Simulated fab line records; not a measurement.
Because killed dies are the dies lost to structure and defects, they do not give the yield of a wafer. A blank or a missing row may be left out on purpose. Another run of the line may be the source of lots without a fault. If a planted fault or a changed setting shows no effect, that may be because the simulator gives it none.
fab line records	flow gf180mcu	part 1 of 2: steps 1 to 28 of 38
[record] lots = 5	wafers = 15	last_day = 32
route steps=602 shown STI@28 DNWELL@32 NWELL@42 LVPWELL@54
lots untouched by any fault: they come from a run of this same line in which no faults occurred
start_h: start of the lot's first displayed wafer, in hours after the record's first day	wait_h: hours from the lot's prior step to this one	" as in the row above	L1.1+2: one row covering several wafers at once	- no value present, or no start provided	* or withheld: withheld	< > ~ a bound
route shown NAME@n: NAME is a module with steps in the file, n the number in the route of the first one	usual: mean and standard deviation over wafers with no fault	same: alike in all rows	chamber/n: place in a boat	sites: the reading at each site	_std_site: their standard deviation	_edge_site: the outer-site mean with the inner-site mean subtracted	radius_mm: for every site, how far away it sits from the centre of the wafer	mask NAME#n: copy n	behind: the tool/chamber that last shaped the wafer	hold: what put the lot on hold/how long, in hours/how the hold closed	device: the transistor (n, p or np) that didn't switch	end of line: at the end of the route, the tests of the same wafers	a step with no rows: only its recipe	killed: count of dies lost to structure and defects at first sort (not the wafer's yield)	map: a wafer's dies, x killed, . not, _ none there
set.NAME: the setting as run; set.NAME@STEP: as run at that earlier step	model.NAME: the simulator's own value behind a step, which no gauge read
a table for each step, a row for each wafer; lots at some steps of the route
services: when a tool's chamber went out of use (start_h, in hours from the record's first day, below 0 if earlier), for how many hours, and the reason
[[steps]]
[step GF_STI_WET_ETCH_27]
[recipe] chemistry = H3PO4	target_depth_nm = 160	target = Si3N4	temp_c = 160	time_s = 1825
lot.wafer	tool	chamber	start_h	wait_h
L076.3+5+6	wet_bench-03	2	43.84	0.0
L077.2+3+6	wet_bench-04	1	47.47	0.0
L079.2+4+5	wet_bench-03	1	53.21	0.0
L085.3+5+6	wet_bench-03	2	84.45	0.0
L087.1+4+5	wet_bench-04	1	95.27	0.0
[step GF_STI_WET_ETCH_28]
[recipe] chemistry = dHF	target_depth_nm = 20	dry = ipa_marangoni	target = SiO2	temp_c = 25	dilution = 10:1	time_s = 40
lot.wafer	tool	chamber	start_h	wait_h
L076.3+5+6	wet_bench-03	2	44.35	0.0
L077.2+3+6	wet_bench-04	3	48.04	0.0
L079.2+4+5	wet_bench-04	1	53.73	0.0
L085.3+5+6	wet_bench-01	2	84.96	0.0
L087.1+4+5	wet_bench-01	2	95.78	0.0
[step GF_STI_OXIDATION_29]
[recipe] temp_c = 900	ambient = O2	stabilise_s = 600	purge_s = 300	target_thk_a = 100	ox_time_s = 1418
lot.wafer	tool	chamber	start_h	wait_h
L076.3+5+6	furnace-01	0	46.35	2.0
L077.2+3+6	furnace-01	0	49.18	1.1
L079.2+4+5	furnace-02	0	54.52	0.8
L085.3+5+6	furnace-01	0	84.98	0.0
L087.1+4+5	furnace-01	0	97.69	1.9
[step GF_STI_THK_MEAS_30]
[recipe] reads = SiO2_of_STI_OXIDATION_29
[usual] STI_OXIDATION_02_THK = 9.99/0.21
lot.wafer	tool	chamber	start_h	wait_h	STI_OXIDATION_02_THK[nm]
L076.3	film_metro-01	-	47.76	0.0	10.19
L076.5	"	-	"	"	10.11
L076.6	"	-	"	"	10.14
L077.2	film_metro-03	-	50.59	0.0	10.12
L077.3	"	-	"	"	10.15
L077.6	"	-	"	"	9.95
L079.2	film_metro-04	-	55.93	0.0	10.20
L079.4	"	-	"	"	10.23
L079.5	"	-	"	"	10.12
L085.3	film_metro-03	-	86.40	0.0	9.96
L085.5	"	-	"	"	10.08
L085.6	"	-	"	"	10.19
L087.1	film_metro-01	-	99.08	0.0	9.94
L087.4	"	-	"	"	9.96
L087.5	"	-	"	"	9.88
[step GF_DNWELL_DEHYDRATE_00]
[recipe] temp_c = 200	time_s = 60
[usual] resist_line_temp_C = 22.99/0.11
lot.wafer	tool	chamber	start_h	wait_h	resist_line_temp_C
L076.3	litho_track-03	0	52.68	4.9	23.03
L076.5	"	0	"	"	22.93
L076.6	"	0	"	"	22.98
L077.2	litho_track-03	0	56.21	5.6	22.79
L077.3	"	0	"	"	22.87
L077.6	"	0	"	"	23.07
L079.2	litho_track-04	0	61.64	5.7	23.12
L079.4	"	0	"	"	22.94
L079.5	"	0	"	"	23.21
L085.3	litho_track-02	0	92.33	5.9	23.06
L085.5	"	0	"	"	22.97
L085.6	"	0	"	"	22.80
L087.1	litho_track-03	0	105.23	6.1	22.86
L087.4	"	0	"	"	22.85
L087.5	"	0	"	"	22.85
[step GF_DNWELL_HMDS_01]
[recipe] prime_time_s = 60	prime_temp_c = 120
[usual] resist_line_temp_C = 22.99/0.1
lot.wafer	tool	chamber	start_h	wait_h	resist_line_temp_C
L076.3	litho_track-03	0	52.83	0.1	23.00
L076.5	"	0	"	"	23.03
L076.6	"	0	"	"	22.98
L077.2	litho_track-03	0	56.36	0.1	23.12
L077.3	"	0	"	"	23.06
L077.6	"	0	"	"	22.99
L079.2	litho_track-04	0	61.79	0.1	23.26
L079.4	"	0	"	"	22.89
L079.5	"	0	"	"	23.00
L085.3	litho_track-02	0	92.48	0.1	23.01
L085.5	"	0	"	"	22.80
L085.6	"	0	"	"	22.89
L087.1	litho_track-03	0	105.38	0.1	22.85
L087.4	"	0	"	"	22.88
L087.5	"	0	"	"	22.95
[step GF_DNWELL_COAT_02]
[recipe] spin_rpm = 2000	resist_thk_nm = 3000
[usual] resist_line_temp_C = 22.97/0.11
lot.wafer	tool	chamber	start_h	wait_h	resist_line_temp_C
L076.3	litho_track-03	0	52.98	0.1	23.02
L076.5	"	0	"	"	22.99
L076.6	"	0	"	"	22.99
L077.2	litho_track-03	0	56.51	0.1	22.92
L077.3	"	0	"	"	22.93
L077.6	"	0	"	"	22.78
L079.2	litho_track-04	0	61.94	0.1	22.98
L079.4	"	0	"	"	22.97
L079.5	"	0	"	"	23.00
L085.3	litho_track-02	0	92.63	0.1	22.96
L085.5	"	0	"	"	22.96
L085.6	"	0	"	"	22.96
L087.1	litho_track-03	0	105.53	0.1	23.00
L087.4	"	0	"	"	22.96
L087.5	"	0	"	"	23.04
[step GF_DNWELL_SOFTBAKE_03]
[recipe] temp_c = 110	time_s = withheld
[usual] resist_line_temp_C = 22.98/0.099
lot.wafer	tool	chamber	start_h	wait_h	resist_line_temp_C
L076.3	litho_track-03	0	53.15	0.1	23.08
L076.5	"	0	"	"	23.15
L076.6	"	0	"	"	23.05
L077.2	litho_track-03	0	56.67	0.1	23.26
L077.3	"	0	"	"	23.14
L077.6	"	0	"	"	23.08
L079.2	litho_track-04	0	62.10	0.1	22.95
L079.4	"	0	"	"	22.94
L079.5	"	0	"	"	22.94
L085.3	litho_track-02	0	92.79	0.1	22.83
L085.5	"	0	"	"	22.91
L085.6	"	0	"	"	22.88
L087.1	litho_track-03	0	105.68	0.1	23.04
L087.4	"	0	"	"	23.02
L087.5	"	0	"	"	23.02
[step GF_DNWELL_EXPOSE_04]
[recipe] mask_id = DNWELL	target_cd_nm = 1700	na = 0.6	source_shape = conventional	sigma_outer = 0.6	dose_mj = 260
lot.wafer	tool	chamber	start_h	wait_h	mask
L076.3+5+6	iline_stepper-01	0	-	-	DNWELL#0
L077.2+3+6	iline_stepper-01	0	-	-	DNWELL#0
L079.2+4+5	iline_stepper-02	0	-	-	DNWELL#0
L085.3+5+6	iline_stepper-02	0	-	-	DNWELL#0
L087.1+4+5	iline_stepper-01	0	-	-	DNWELL#0
[step GF_DNWELL_PEB_05]
[recipe] temp_c = 115	time_s = withheld
[usual] resist_line_temp_C = 22.99/0.095
lot.wafer	tool	chamber	start_h	wait_h	resist_line_temp_C
L076.3	litho_track-03	0	-	-	22.94
L076.5	"	0	"	"	23.03
L076.6	"	0	"	"	23.04
L077.2	litho_track-03	0	-	-	23.05
L077.3	"	0	"	"	22.96
L077.6	"	0	"	"	22.99
L079.2	litho_track-02	0	-	-	23.10
L079.4	"	0	"	"	22.97
L079.5	"	0	"	"	22.95
L085.3	litho_track-03	0	-	-	23.18
L085.5	"	0	"	"	22.99
L085.6	"	0	"	"	22.95
L087.1	litho_track-02	0	-	-	22.96
L087.4	"	0	"	"	22.97
L087.5	"	0	"	"	22.98
[step GF_DNWELL_DEVELOP_06]
[recipe] wall_angle_deg = 90	develop_time_s = 60	dev_temp_c = 23
[usual] resist_line_temp_C = 22.99/0.12
lot.wafer	tool	chamber	start_h	wait_h	resist_line_temp_C
L076.3	litho_track-03	0	-	-	22.98
L076.5	"	0	"	"	23.03
L076.6	"	0	"	"	23.20
L077.2	litho_track-03	0	-	-	22.98
L077.3	"	0	"	"	22.75
L077.6	"	0	"	"	22.85
L079.2	litho_track-02	0	-	-	22.86
L079.4	"	0	"	"	22.90
L079.5	"	0	"	"	23.00
L085.3	litho_track-03	0	-	-	23.04
L085.5	"	0	"	"	23.00
L085.6	"	0	"	"	23.10
L087.1	litho_track-02	0	-	-	22.83
L087.4	"	0	"	"	22.85
L087.5	"	0	"	"	22.88
[step GF_DNWELL_IMPLANT_07]
[recipe] species = P	energy_kev = 1500	dose_cm2 = 1e+13	tilt_deg = 0
[usual] beam_on_s = 9.99/0.21
lot.wafer	tool	chamber	start_h	wait_h	beam_on_s
L076.3	implanter-04	0	59.78	-	10.47
L076.5	"	0	"	"	10.00
L076.6	"	0	"	"	9.85
L077.2	implanter-03	0	63.06	-	9.93
L077.3	"	0	"	"	10.32
L077.6	"	0	"	"	9.90
L079.2	implanter-02	0	68.40	-	10.24
L079.4	"	0	"	"	10.13
L079.5	"	0	"	"	10.09
L085.3	implanter-03	0	99.88	-	10.00
L085.5	"	0	"	"	10.27
L085.6	"	0	"	"	9.70
L087.1	implanter-03	0	112.58	-	10.04
L087.4	"	0	"	"	9.73
L087.5	"	0	"	"	10.00
[step GF_DNWELL_STRIP_08]
[recipe] chemistry = O2/N2	power_w = 1400	pressure_mtorr = 1500	platen_temp_c = 250	o2_flow_sccm = 3000	n2_flow_sccm = 300	overash_fraction = 0.5
[usual] drypump_motor_current_A = 5.8/0.43	heater_power_w = 332/39	oes_product_au = 0.723/0.005	strip_time_to_endpoint_s = 36.96/0.1
lot.wafer	tool	chamber	start_h	wait_h	drypump_motor_current_A	heater_power_w	oes_product_au	rf_hours_counter_h	strip_time_to_endpoint_s
L076.3	plasma_asher-03	1	59.92	0.1	6.7	313	0.717	-	36.91
L076.5	"	0	"	"	5.5	289	0.721	-	36.86
L076.6	"	1	"	"	6.6	299	0.734	-	36.99
L077.2	plasma_asher-03	0	63.18	0.1	5.5	285	0.723	39	36.91
L077.3	"	0	"	"	5.5	280	0.723	-	37.02
L077.6	"	0	"	"	5.5	279	0.735	-	36.96
L079.2	plasma_asher-03	0	68.53	0.1	5.5	282	0.722	39	36.97
L079.4	"	0	"	"	5.5	281	0.717	-	37.02
L079.5	"	0	"	"	5.5	283	0.721	-	37.08
L085.3	plasma_asher-04	0	100.02	0.1	5.4	314	0.723	-	36.78
L085.5	"	0	"	"	5.4	319	0.718	-	36.82
L085.6	"	1	"	"	6.1	376	0.728	-	36.86
L087.1	plasma_asher-01	1	112.76	0.2	5.6	390	0.734	50	36.90
L087.4	"	1	"	"	5.6	392	0.723	-	36.90
L087.5	"	0	"	"	5.6	333	0.722	-	36.94
[step GF_DNWELL_TW_MEAS_09]
[usual] DNWELL_TW = 1347/17
lot.wafer	tool	chamber	start_h	wait_h	DNWELL_TW
L076.3	film_metro-03	-	60.00	0.1	1335
L076.5	"	-	"	"	1334
L076.6	"	-	"	"	1344
L077.2	film_metro-02	-	63.29	0.1	1364
L077.3	"	-	"	"	1362
L077.6	"	-	"	"	1356
L079.2	film_metro-01	-	68.64	0.1	1355
L079.4	"	-	"	"	1352
L079.5	"	-	"	"	1348
L085.3	film_metro-03	-	100.14	0.1	1322
L085.5	"	-	"	"	1328
L085.6	"	-	"	"	1336
L087.1	film_metro-03	-	112.86	0.1	1338
L087.4	"	-	"	"	1333
L087.5	"	-	"	"	1336
[step GF_NWELL_DEHYDRATE_00]
[recipe] temp_c = 200	time_s = 60
[usual] resist_line_temp_C = 23.00/0.12
lot.wafer	tool	chamber	start_h	wait_h	resist_line_temp_C
L076.3	litho_track-01	0	66.02	6.0	23.17
L076.5	"	0	"	"	23.12
L076.6	"	0	"	"	23.21
L077.2	litho_track-02	0	69.00	5.7	23.02
L077.3	"	0	"	"	22.92
L077.6	"	0	"	"	23.16
L079.2	litho_track-01	0	74.75	6.1	23.05
L079.4	"	0	"	"	22.88
L079.5	"	0	"	"	22.93
L085.3	litho_track-01	0	106.12	6.0	22.94
L085.5	"	0	"	"	22.73
L085.6	"	0	"	"	23.05
L087.1	litho_track-02	0	118.73	5.9	22.88
L087.4	"	0	"	"	22.70
L087.5	"	0	"	"	22.90
[step GF_NWELL_HMDS_01]
[recipe] prime_time_s = 60	prime_temp_c = 120
[usual] resist_line_temp_C = 23.00/0.11
lot.wafer	tool	chamber	start_h	wait_h	resist_line_temp_C
L076.3	litho_track-01	0	66.17	0.1	23.17
L076.5	"	0	"	"	22.89
L076.6	"	0	"	"	23.07
L077.2	litho_track-02	0	69.15	0.1	23.23
L077.3	"	0	"	"	22.98
L077.6	"	0	"	"	23.05
L079.2	litho_track-01	0	74.90	0.1	23.25
L079.4	"	0	"	"	23.08
L079.5	"	0	"	"	23.05
L085.3	litho_track-01	0	106.27	0.1	23.02
L085.5	"	0	"	"	23.00
L085.6	"	0	"	"	22.92
L087.1	litho_track-02	0	118.88	0.1	22.87
L087.4	"	0	"	"	22.88
L087.5	"	0	"	"	22.93
[step GF_NWELL_COAT_02]
[recipe] spin_rpm = 2000	resist_thk_nm = 3000
[usual] resist_line_temp_C = 23.01/0.11
lot.wafer	tool	chamber	start_h	wait_h	resist_line_temp_C
L076.3	litho_track-01	0	66.32	0.1	23.13
L076.5	"	0	"	"	22.96
L076.6	"	0	"	"	22.97
L077.2	litho_track-02	0	69.30	0.1	23.03
L077.3	"	0	"	"	22.98
L077.6	"	0	"	"	22.97
L079.2	litho_track-01	0	75.05	0.1	22.95
L079.4	"	0	"	"	22.91
L079.5	"	0	"	"	23.03
L085.3	litho_track-01	0	106.42	0.1	23.03
L085.5	"	0	"	"	23.15
L085.6	"	0	"	"	23.08
L087.1	litho_track-02	0	119.03	0.1	23.02
L087.4	"	0	"	"	22.97
L087.5	"	0	"	"	22.91
[step GF_NWELL_SOFTBAKE_03]
[recipe] temp_c = 110	time_s = withheld
[usual] resist_line_temp_C = 23.02/0.1
lot.wafer	tool	chamber	start_h	wait_h	resist_line_temp_C
L076.3	litho_track-01	0	66.49	0.1	22.98
L076.5	"	0	"	"	22.94
L076.6	"	0	"	"	22.89
L077.2	litho_track-02	0	69.46	0.1	23.11
L077.3	"	0	"	"	23.27
L077.6	"	0	"	"	23.08
L079.2	litho_track-01	0	75.20	0.1	22.93
L079.4	"	0	"	"	22.91
L079.5	"	0	"	"	23.02
L085.3	litho_track-01	0	106.59	0.1	23.01
L085.5	"	0	"	"	23.09
L085.6	"	0	"	"	23.09
L087.1	litho_track-02	0	119.18	0.1	23.01
L087.4	"	0	"	"	23.10
L087.5	"	0	"	"	23.04
[step GF_NWELL_EXPOSE_04]
[recipe] mask_id = Nwell	target_cd_nm = 860	na = 0.6	source_shape = conventional	sigma_outer = 0.6	dose_mj = 260
lot.wafer	tool	chamber	start_h	wait_h	mask
L076.3+5+6	iline_stepper-02	0	-	-	Nwell#0
L077.2+3+6	iline_stepper-01	0	-	-	Nwell#0
L079.2+4+5	iline_stepper-01	0	-	-	Nwell#0
L085.3+5+6	iline_stepper-02	0	-	-	Nwell#0
L087.1+4+5	iline_stepper-02	0	-	-	Nwell#0
[step GF_NWELL_PEB_05]
[recipe] temp_c = 115	time_s = withheld
[usual] resist_line_temp_C = 22.99/0.11
lot.wafer	tool	chamber	start_h	wait_h	resist_line_temp_C
L076.3	litho_track-03	0	-	-	23.05
L076.5	"	0	"	"	22.97
L076.6	"	0	"	"	22.95
L077.2	litho_track-01	0	-	-	22.72
L077.3	"	0	"	"	22.89
L077.6	"	0	"	"	22.88
L079.2	litho_track-01	0	-	-	22.93
L079.4	"	0	"	"	22.90
L079.5	"	0	"	"	22.88
L085.3	litho_track-03	0	-	-	22.80
L085.5	"	0	"	"	22.91
L085.6	"	0	"	"	22.91
L087.1	litho_track-01	0	-	-	23.03
L087.4	"	0	"	"	23.17
L087.5	"	0	"	"	22.94
[step GF_NWELL_DEVELOP_06]
[recipe] wall_angle_deg = 90	develop_time_s = 60	dev_temp_c = 23
[usual] resist_line_temp_C = 22.96/0.11
lot.wafer	tool	chamber	start_h	wait_h	resist_line_temp_C
L076.3	litho_track-03	0	-	-	22.91
L076.5	"	0	"	"	23.14
L076.6	"	0	"	"	23.12
L077.2	litho_track-01	0	-	-	23.08
L077.3	"	0	"	"	22.97
L077.6	"	0	"	"	23.05
L079.2	litho_track-01	0	-	-	23.12
L079.4	"	0	"	"	23.32
L079.5	"	0	"	"	23.21
L085.3	litho_track-03	0	-	-	22.97
L085.5	"	0	"	"	22.83
L085.6	"	0	"	"	22.99
L087.1	litho_track-01	0	-	-	22.99
L087.4	"	0	"	"	22.92
L087.5	"	0	"	"	23.00
[step GF_NWELL_OVL_MEAS_07]
[usual] NWELL_OVL = 0.1/1.2
lot.wafer	tool	chamber	start_h	wait_h	NWELL_OVL[nm]
L076.3	overlay-02	-	73.10	-	0.2
L076.5	"	-	"	"	-0.8
L076.6	"	-	"	"	0.6
L077.2	overlay-02	-	76.03	-	-1.8
L077.3	"	-	"	"	-1.3
L077.6	"	-	"	"	-0.2
L079.2	overlay-01	-	82.13	-	0.6
L079.4	"	-	"	"	0.0
L079.5	"	-	"	"	-0.1
L085.3	overlay-01	-	113.35	-	2.0
L085.5	"	-	"	"	1.3
L085.6	"	-	"	"	2.3
L087.1	overlay-02	-	127.12	-	0.2
L087.4	"	-	"	"	-0.7
L087.5	"	-	"	"	0.3
[step GF_NWELL_IMPLANT_08]
[recipe] species = P	energy_kev = 450	dose_cm2 = 1.5e+13	tilt_deg = 0
[usual] beam_on_s = 10.00/0.2
lot.wafer	tool	chamber	start_h	wait_h	beam_on_s
L076.3	implanter-04	0	73.17	0.1	9.96
L076.5	"	0	"	"	10.02
L076.6	"	0	"	"	9.85
L077.2	implanter-02	0	76.08	0.0	9.44
L077.3	"	0	"	"	9.57
L077.6	"	0	"	"	9.60
L079.2	implanter-02	0	82.18	0.0	9.59
L079.4	"	0	"	"	10.04
L079.5	"	0	"	"	10.26
L085.3	implanter-04	0	113.42	0.1	9.86
L085.5	"	0	"	"	10.04
L085.6	"	0	"	"	9.85
L087.1	implanter-02	0	127.16	0.0	9.93
L087.4	"	0	"	"	10.03
L087.5	"	0	"	"	9.84
[step GF_NWELL_IMPLANT_09]
[recipe] species = P	energy_kev = 160	dose_cm2 = 4e+12	tilt_deg = 0
[usual] beam_on_s = 10.01/0.18
lot.wafer	tool	chamber	start_h	wait_h	beam_on_s
L076.3	implanter-04	0	73.32	0.1	9.97
L076.5	"	0	"	"	9.74
L076.6	"	0	"	"	10.36
L077.2	implanter-02	0	76.23	0.1	9.76
L077.3	"	0	"	"	10.12
L077.6	"	0	"	"	9.94
L079.2	implanter-02	0	82.33	0.1	10.24
L079.4	"	0	"	"	9.95
L079.5	"	0	"	"	10.30
L085.3	implanter-04	0	113.57	0.1	10.00
L085.5	"	0	"	"	10.16
L085.6	"	0	"	"	10.30
L087.1	implanter-02	0	127.31	0.1	10.20
L087.4	"	0	"	"	9.99
L087.5	"	0	"	"	10.02
[step GF_NWELL_STRIP_10]
[recipe] chemistry = O2/N2	power_w = 1400	pressure_mtorr = 1500	platen_temp_c = 250	o2_flow_sccm = 3000	n2_flow_sccm = 300	overash_fraction = 0.5
[usual] drypump_motor_current_A = 5.6/0.47	heater_power_w = 332/37	oes_product_au = 0.722/0.0041	strip_time_to_endpoint_s = 36.97/0.12
lot.wafer	tool	chamber	start_h	wait_h	drypump_motor_current_A	heater_power_w	oes_product_au	rf_hours_counter_h	strip_time_to_endpoint_s
L076.3	plasma_asher-02	0	73.45	0.1	4.9	307	0.728	-	36.91
L076.5	"	1	"	"	6.0	335	0.718	-	36.95
L076.6	"	0	"	"	4.9	299	0.727	-	36.85
L077.2	plasma_asher-03	1	76.36	0.1	6.6	305	0.720	40	36.97
L077.3	"	0	"	"	5.5	281	0.724	-	36.99
L077.6	"	0	"	"	5.5	278	0.717	-	37.00
L079.2	plasma_asher-02	0	82.46	0.1	4.9	313	0.727	27	36.96
L079.4	"	0	"	"	4.9	308	0.719	-	36.98
L079.5	"	1	"	"	6.0	326	0.728	-	37.00
L085.3	plasma_asher-01	0	113.74	0.1	5.7	326	0.724	-	37.10
L085.5	"	0	"	"	5.7	333	0.721	-	37.04
L085.6	"	1	"	"	5.6	413	0.715	-	37.07
L087.1	plasma_asher-02	0	127.46	0.1	4.9	303	0.724	31	37.02
L087.4	"	0	"	"	4.9	297	0.721	-	37.12
L087.5	"	1	"	"	6.0	329	0.729	-	37.14
[step GF_NWELL_TW_MEAS_11]
[usual] NWELL_TW = 1573/22
lot.wafer	tool	chamber	start_h	wait_h	NWELL_TW
L076.3	film_metro-04	-	73.54	0.1	1542
L076.5	"	-	"	"	1549
L076.6	"	-	"	"	1554
L077.2	film_metro-04	-	76.47	0.1	1541
L077.3	"	-	"	"	1550
L077.6	"	-	"	"	1547
L079.2	film_metro-04	-	82.57	0.1	1550
L079.4	"	-	"	"	1545
L079.5	"	-	"	"	1547
L085.3	film_metro-02	-	113.82	0.1	1601
L085.5	"	-	"	"	1593
L085.6	"	-	"	"	1595
L087.1	film_metro-02	-	127.56	0.1	1603
L087.4	"	-	"	"	1607
L087.5	"	-	"	"	1596
[step GF_LVPWELL_DEHYDRATE_00]
[recipe] temp_c = 200	time_s = 60
[usual] resist_line_temp_C = 22.99/0.11
lot.wafer	tool	chamber	start_h	wait_h	resist_line_temp_C
L076.3	litho_track-02	0	79.43	5.9	23.21
L076.5	"	0	"	"	22.99
L076.6	"	0	"	"	23.03
L077.2	litho_track-01	0	82.74	6.3	23.02
L077.3	"	0	"	"	23.01
L077.6	"	0	"	"	23.04
L079.2	litho_track-01	0	89.14	6.6	23.13
L079.4	"	0	"	"	23.08
L079.5	"	0	"	"	23.09
L085.3	litho_track-04	0	119.47	5.6	22.88
L085.5	"	0	"	"	22.85
L085.6	"	0	"	"	23.00
L087.1	litho_track-02	0	134.33	6.8	22.89
L087.4	"	0	"	"	23.07
L087.5	"	0	"	"	23.03
[step GF_LVPWELL_HMDS_01]
[recipe] prime_time_s = 60	prime_temp_c = 120
[usual] resist_line_temp_C = 23.01/0.11
lot.wafer	tool	chamber	start_h	wait_h	resist_line_temp_C
L076.3	litho_track-02	0	79.58	0.1	22.92
L076.5	"	0	"	"	22.82
L076.6	"	0	"	"	23.03
L077.2	litho_track-01	0	82.89	0.1	22.95
L077.3	"	0	"	"	23.02
L077.6	"	0	"	"	22.82
L079.2	litho_track-01	0	89.29	0.1	23.24
L079.4	"	0	"	"	23.21
L079.5	"	0	"	"	23.13
L085.3	litho_track-04	0	119.62	0.1	22.89
L085.5	"	0	"	"	22.94
L085.6	"	0	"	"	22.85
L087.1	litho_track-02	0	134.48	0.1	23.14
L087.4	"	0	"	"	23.04
L087.5	"	0	"	"	22.97
